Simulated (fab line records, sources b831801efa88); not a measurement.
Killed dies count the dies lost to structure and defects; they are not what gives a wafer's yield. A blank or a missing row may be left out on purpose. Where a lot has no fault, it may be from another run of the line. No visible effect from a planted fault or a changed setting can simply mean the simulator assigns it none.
Matching of chambers :: flow sky130 :: 4 sister chambers for SKY_CONTACT_CMP_27 on cmp-01
The step polishes, stops on SiO2, t overpolish 15 s, target thk 0 nm. 8 wafers are shown with their chamber, then 7 later ones without.

WAFERS, EACH WITH ITS CHAMBER
wafer: L912.6
chamber: 0
motorCurrentA (A): 9.4
headPressurePsi (psi): 3.509

wafer: L917.2
chamber: 1
motorCurrentA (A): 10.1
headPressurePsi (psi): 3.504

wafer: L917.3
chamber: 3
motorCurrentA (A): 10.5
headPressurePsi (psi): 3.492

wafer: L919.3
chamber: 3
motorCurrentA (A): 10.8
headPressurePsi (psi): 3.496

wafer: L919.5
chamber: 1
motorCurrentA (A): 10.7
headPressurePsi (psi): 3.499

wafer: L919.6
chamber: 2
motorCurrentA (A): 11.1
headPressurePsi (psi): 3.496

wafer: L927.1
chamber: 2
motorCurrentA (A): 11.2
headPressurePsi (psi): 3.506

wafer: L927.5
chamber: 0
motorCurrentA (A): 9.4
headPressurePsi (psi): 3.508

WAFERS WITHOUT THEIR CHAMBER
wafer: L927.6
motorCurrentA (A): 11.0
headPressurePsi (psi): 3.507

wafer: L930.2
motorCurrentA (A): 11.1
headPressurePsi (psi): 3.500

wafer: L930.4
motorCurrentA (A): 9.1
headPressurePsi (psi): 3.495

wafer: L930.6
motorCurrentA (A): 11.5
headPressurePsi (psi): 3.497

wafer: L933.2
motorCurrentA (A): 10.4
headPressurePsi (psi): 3.500

wafer: L933.3
motorCurrentA (A): 11.7
headPressurePsi (psi): 3.499

wafer: L933.5
motorCurrentA (A): 10.3
headPressurePsi (psi): 3.502

WHICH CHAMBER EACH WENT THROUGH
wafer: L927.6
from the rows above: can't be placed: 2 or 1 or 3
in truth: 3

wafer: L930.2
from the rows above: 2
in truth: 2

wafer: L930.4
from the rows above: 0
in truth: 0

wafer: L930.6
from the rows above: can't be placed: 2 or 3
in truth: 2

wafer: L933.2
from the rows above: can't be placed: 1 or 3
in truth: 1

wafer: L933.3
from the rows above: 2
in truth: 2

wafer: L933.5
from the rows above: can't be placed: 1 or 3
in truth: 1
3 of 7 placed correctly. These rows do not allow placing 4 (true chamber among the candidates in 4). Wrongly placed: 0.
How it was worked out, from the rows above alone: a wafer's distance from a chamber is the root of the sum, over the readings, of the square of ((its reading less the chamber's mean) divided by the reading's scatter). If the next closest chamber is less than 2 further off than the closest, the wafer can't be placed; otherwise it belongs to the closest. For every chamber, the mean is computed from those of its wafers that are shown. The scatter: the root of (the sum of the squares of (reading less its chamber's mean) over the shown wafers, divided by (wafers less chambers)).
